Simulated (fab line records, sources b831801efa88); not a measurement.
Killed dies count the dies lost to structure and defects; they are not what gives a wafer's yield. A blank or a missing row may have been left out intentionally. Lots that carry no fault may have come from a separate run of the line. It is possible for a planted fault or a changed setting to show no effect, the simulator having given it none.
Matching of chambers	flow gf180mcu	3 sister chambers for GF_V2_CVD_02 on pecvd-04
The step deposits SiO2 from TEOS, target thk 850 nm, time 94.851 s. 16 wafers are shown with their chamber, then 8 later ones without.

== WAFERS PAIRED WITH THEIR CHAMBERS ==
wafer	chamber	heater_power_w (W)
L079.1	2	898
L079.4	2	930
L079.5	1	529
L089.3	2	904
L089.4	0	452
L089.5	1	464
L091.4	0	443
L091.5	2	1014
L091.6	1	452
L092.2	0	532
L092.5	0	564
L092.6	1	548
L094.2	2	989
L094.3	0	540
L094.6	1	551
L095.2	0	519

SIGNATURES (averages over the wafers above)
reading	chamber 0	chamber 1	chamber 2	scatter within a chamber
heater_power_w	508.33	508.80	947.00	49.6
Rule: for each reading, subtract the chamber's mean from the wafer's reading, divide by that reading's scatter and square the result; add these up over the readings and take the root, which gives the wafer's distance from the chamber. If the next closest chamber is less than 2 further off than the closest, the wafer can't be placed; otherwise it belongs to the closest. The scatter is the square root of a quotient: the sum, over the shown wafers, of each reading's squared deviation from its chamber's mean, divided by wafers minus chambers.

== WAFERS WITHOUT THEIR CHAMBER ==
wafer	heater_power_w (W)
L095.4	931
L095.5	458
L096.3	599
L096.4	458
L096.6	956
L097.4	523
L097.5	580
L097.6	798

== CHAMBER TAKEN BY EACH ==
wafer	from the rows above	in truth
L095.4	2	2
L095.5	can't be placed: 0 or 1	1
L096.3	can't be placed: 1 or 0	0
L096.4	can't be placed: 0 or 1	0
L096.6	2	2
L097.4	can't be placed: 1 or 0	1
L097.5	can't be placed: 1 or 0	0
L097.6	2	2
Correctly placed: 3 of 8. Unplaceable from these rows: 5, with the true chamber sitting among the candidates in 5. 0 placed wrongly.
